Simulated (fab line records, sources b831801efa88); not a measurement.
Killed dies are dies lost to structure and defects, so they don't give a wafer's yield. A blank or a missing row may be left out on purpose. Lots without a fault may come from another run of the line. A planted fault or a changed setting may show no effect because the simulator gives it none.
Chamber matching | flow sky130 | SKY_CONTACT_CMP_04 on cmp-01: 4 sister chambers
The step polishes SiO2. 8 wafers are shown with their chamber, then 7 later ones without.

WAFERS WITH THEIR CHAMBER
wafer  | chamber | motor_current_A (A) | time_to_endpoint_s (s)
L512.6 | 0       | 10.3                | 77
L513.1 | 1       | 11.6                | 83
L513.2 | 3       | 10.5                | 80
L514.2 | 2       | 10.8                | 80
L514.3 | 3       | 10.7                | 85
L514.4 | 0       | 10.4                | 82
L521.1 | 2       | 10.5                | 84
L521.2 | 1       | 12.2                | 86

WAFERS WITHOUT THEIR CHAMBER
wafer  | motor_current_A (A) | time_to_endpoint_s (s)
L521.3 | 10.5                | 85
L522.1 | 10.5                | 77
L522.4 | 11.7                | 86
L522.5 | 10.9                | 85
L530.2 | 11.1                | 83
L530.5 | 10.7                | 84
L530.6 | 10.8                | 85

WHICH CHAMBER EACH WENT THROUGH
wafer  | from the rows above               | in truth
L521.3 | can't be placed: 3 or 2 or 0      | 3
L522.1 | can't be placed: 0 or 2 or 3      | 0
L522.4 | 1                                 | 1
L522.5 | can't be placed: 2 or 3 or 0      | 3
L530.2 | can't be placed: 2 or 3 or 0 or 1 | 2
L530.5 | can't be placed: 3 or 2 or 0      | 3
L530.6 | can't be placed: 3 or 2 or 0      | 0
Placed correctly: 1 of 7. Can't be placed from these rows: 6 (the true chamber is among the candidates in 6). Placed wrongly: 0.
How it was worked out, from the rows above alone: a wafer's distance from a chamber is the root of the sum, over the readings, of the square of ((its reading less the chamber's mean) divided by the reading's scatter). The wafer belongs to the nearest chamber; if the next one is less than 2 further off, it can't be placed. A chamber's mean is the mean of its shown wafers. The scatter: the root of (the sum of the squares of (reading less its chamber's mean) over the shown wafers, divided by (wafers less chambers)).
